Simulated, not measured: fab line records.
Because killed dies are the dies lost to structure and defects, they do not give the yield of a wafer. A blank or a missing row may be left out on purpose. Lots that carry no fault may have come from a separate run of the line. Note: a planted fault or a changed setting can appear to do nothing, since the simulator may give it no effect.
A struck lot beside a sound one    flow sfqLine    20 out of 325 route steps
Sound: these wafers, L785.1, L785.2, L785.6. Struck: wafers L790.2, L790.6 (left out: L790.1, a lot-mate that was not struck); the cause follows at the end.
At each step with rows: each side's tool, then ch and its chambers, then its first start. Under that, the readings that differ: sound wafers    struck wafers    difference of the means    sigmas: that difference in standard deviations of wafers without a fault.
alike: readings whose means differ by less than 2 such deviations, and words and numbers that are the same on both sides. not compared: withheld readings, readings that some wafer has no value for, bounds like >300 that may hide the same value, and numbers for which the record gives no deviation and whose values overlap.
The two part at a step that has a row with sigmas, a row that says differs or no value, or rows on one side only. Non-overlapping numbers with no deviation appear without sigmas and do not part them. A reading that every wafer of one side lacks parts them only if that side has two wafers or more.

first, 2 steps without rows for these wafers: SFQ_TRILAYER_I2_VIA_LITHO_PEB_070 (peb time 60 s); SFQ_TRILAYER_I2_VIA_LITHO_DEVELOP_069 (time 60 s).
SFQ_I2_OVL_MEAS_918:
  struck on overlay-01, day 45 03:29; sound on overlay-01, day 44 07:23
  alike: I2_OVL
SFQ_TRILAYER_I2_VIA_BARC_OPEN_VIA_ETCH_096: etches BARC in O2, target depth 125 nm, time 41.7 s.
  sound on rieDiel-02 ch 0,1, day 44 07:25; struck on rieDiel-02 ch 1,2, day 45 03:32
  alike: chamberPressureMTorr, drypumpMotorCurrentA, oesProductAu, rfFwdPowerW
  not compared: rfHoursCounterH
SFQ_TRILAYER_I2_VIA_ETCH_VIA_ETCH_070: etches SiO2 in CHF3, stops on Nb, target depth 260 nm.
  sound on rieDiel-02 ch 0,1, day 44 07:28; struck on rieDiel-02 ch 1,2, day 45 03:34
  alike: chamberPressureMTorr, drypumpMotorCurrentA, oesProductAu, rfFwdPowerW
then, 3 steps without rows for these wafers: SFQ_TRILAYER_I2_VIA_STRIP_STRIP_071 (strips in O2); SFQ_TRILAYER_I2_VIA_STRIP_SOLV_CLEAN_072 (cleans in NMP, time 600 s); SFQ_TRILAYER_M3_DEP_PRE_CLEAN_074 (time 22.5 s).
SFQ_TRILAYER_M3_DEP_SPUTTER_073: material Nb, target thk 200 nm, time 133.3 s.
  struck on pvdSputter-05, day 45 04:29; sound on pvdSputter-06, day 44 08:59
  alike: throttleValvePct
SFQ_M3_RS_MEAS_919: measurement is done with a four-point probe.
  struck on filmMetro-03, day 45 04:34; sound on filmMetro-01, day 44 09:04
  alike: M3_NB_RS
then, 1 step without rows for these wafers: SFQ_TRILAYER_M3_LITHO_COAT_080 (resist thk 62 nm).
SFQ_TRILAYER_M3_LITHO_COAT_075: resist thk 600 nm.
  sound on lithoTrack-01 ch 0, day 44 09:33; struck on lithoTrack-01 ch 0, day 45 05:03
reading                                             sound            struck     difference  sigmas
model.KrF_of_TRILAYER_M3_LITHO_COAT_075.thkNm (nm)  601 600.5 600.8  546 546.4  -55         
  alike: dispensePressureKPa
then, 4 steps without rows for these wafers: SFQ_TRILAYER_M3_LITHO_SOFTBAKE_079; SFQ_TRILAYER_M3_LITHO_EXPOSE_076 (exposes mask M3, target cd 500 nm); SFQ_TRILAYER_M3_LITHO_PEB_078 (peb time 60 s); SFQ_TRILAYER_M3_LITHO_DEVELOP_077 (time 60 s).
-- the record jumps here: 5 days lie between the struck wafers' starts before and after --
SFQ_M3_OVL_MEAS_921:
  struck on overlay-02, day 50 10:24; sound on overlay-01, day 49 15:12
reading      sound    struck   difference  sigmas
M3_OVL (nm)  -5 0 -2  -20 -12  -14         -2
SFQ_TRILAYER_M3_BARC_OPEN_METAL_ETCH_100: etches BARC in O2, target depth 125 nm, time 41.7 s.
  sound on rieMetal-03 ch 1, day 49 15:14; struck on rieMetal-01 ch 1, day 50 10:26
  alike: chamberPressureMTorr, drypumpMotorCurrentA, oesProductAu, rfFwdPowerW
  not compared: rfHoursCounterH
SFQ_TRILAYER_M3_ETCH_METAL_ETCH_078: etches Nb in Cl2/Ar, stops on SiO2, target depth 240 nm, time 120 s.
  sound on rieMetal-03 ch 1, day 49 15:22; struck on rieMetal-01 ch 1, day 50 10:30
reading                                             sound              struck       difference  sigmas
model.KrF_of_TRILAYER_M3_LITHO_COAT_075.thkNm (nm)  383.9 384.1 384.3  329.3 329.2  -54.9       
  alike: chamberPressureMTorr, drypumpMotorCurrentA, oesProductAu, rfFwdPowerW
  not compared: rfHoursCounterH
SFQ_TRILAYER_M3_STRIP_STRIP_079: strips in O2.
  sound on rieMetal-03 ch 1, day 49 15:37; struck on rieMetal-01 ch 1, day 50 10:37
  alike: chamberPressureMTorr, drypumpMotorCurrentA, oesProductAu
  not compared: rfHoursCounterH

## WHERE THEY PART
Only at SFQ_M3_OVL_MEAS_921, within this record. Later steps at which nothing parts them and some readings are alike: SFQ_TRILAYER_M3_BARC_OPEN_METAL_ETCH_100, SFQ_TRILAYER_M3_ETCH_METAL_ETCH_078, SFQ_TRILAYER_M3_STRIP_STRIP_079.

WHY: the cause the simulator had injected
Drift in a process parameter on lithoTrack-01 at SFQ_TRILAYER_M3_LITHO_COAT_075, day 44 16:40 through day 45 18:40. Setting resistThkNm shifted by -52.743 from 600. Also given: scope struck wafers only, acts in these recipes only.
